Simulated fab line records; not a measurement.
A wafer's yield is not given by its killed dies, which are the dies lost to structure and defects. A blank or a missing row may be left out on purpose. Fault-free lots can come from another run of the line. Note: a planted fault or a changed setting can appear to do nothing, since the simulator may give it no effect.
Problem report, 8D (eight disciplines) form, completed by code / flow gf180mcu / the parts of the form that need people (team, actions taken, sign-off) are left out

== 1. WHAT IS WRONG ==
At GF_PASSIVATION_ETCH_11, bias-w averages 164.8 W over 6 wafers from 2 lots, while fault-free wafers read 150.0 W, standard deviation 0.47. That puts it +31 standard deviations away from the usual mean.
The step: etches the open film in CF4/O2, stops on TiN, target depth 2040 nm, time 453.3 s.
First observed at day 32 19:21: wafer L390.1, on rie-diel-03. The record holds 36 wafers of 12 lots with a number at this step. Rule for "out" (also "out of limits"): further than 4 standard deviations from the usual mean. The rest of the wafers with a number are treated as sound.

== 2. WHAT IT IS, WHAT IT ISN'T ==
question=which readings at this step | is=bias-w | is not=cf4-flow-sccm, oes-product-au, throttle-valve-pct
question=which lots | is=L390, L394 | is not=L376, L378, L380, L381, L382, L384, L396, L397, L398, L399
question=which wafers of those lots | is=all that have a number | is not=-
question=read on which tools | is=rie-diel-03 | is not=rie-diel-01, rie-diel-04
question=when | is=from day 32 19:21 | is not=up to then (18 sound wafers); but 12 sound wafers of L396, L397, L398, L399 came after

== 3. THE SUSPECTS, EACH WITH WHAT RULES IT OUT ==
Counting: a tool stays on the suspect list if, at a process step up to the reading, it processed all lots that are out and no sound lot following the first of them.
- cmp-01 at GF_V4_CMP_04 (polishes SiO2): ruled out as a lasting fault. Following L390 (day 28 02:08), the first lot on it that is out, the sound lots L398, L399 were run on it.
- plasma-asher-03 at GF_MIM_STRIP_20 (strips in O2/N2): ruled out as a lasting fault. Following L390 (day 29 17:42), the first lot on it that is out, the sound lots L396, L399 were run on it.
- rie-diel-03 at GF_PASSIVATION_ETCH_11 (etches the open film in CF4/O2, stops on TiN, target depth 2040 nm, time 453.3 s): kept. All lots that are out passed through it, beginning with L390 at day 32 19:21, and no sound lot followed; its final sound lot before that point was L382 at day 30 21:18. Its own bias-w readings are out on those wafers.
Remaining after the count: rie-diel-03 at GF_PASSIVATION_ETCH_11.

== 4. THE CAUSE (what the simulator had put in) ==
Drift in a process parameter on rie-diel-03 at GF_PASSIVATION_ETCH_11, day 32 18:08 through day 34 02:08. The setting bias-w was moved by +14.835, starting from 150. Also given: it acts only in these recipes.
The count eliminated every tool but this one.

== 5. THE EFFECT CHAIN, in route order ==
Each row: a reading whose mean over the struck wafers that have a number lies more than 3 standard deviations from the usual. Only readings whose record carries a usual standard deviation are examined. hours: median over the lots of the time between each lot's start at the first step of this table that gives one and its start at this step. sigmas: the change, counted in usual standard deviations.
hours=0; step=GF_PASSIVATION_ETCH_11; reading=bias-w; usual=150.0 W; on struck wafers=164.8; change=+14.8; sigmas=+31
Process steps it contains:
- GF_PASSIVATION_ETCH_11: etches the open film in CF4/O2, stops on TiN, target depth 2040 nm, time 453.3 s.

== 6. WHAT WOULD HAVE CAUGHT IT SOONER ==
In this record the first reading out of limits was taken at day 32 19:21, 1 hour after the fault began at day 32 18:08.
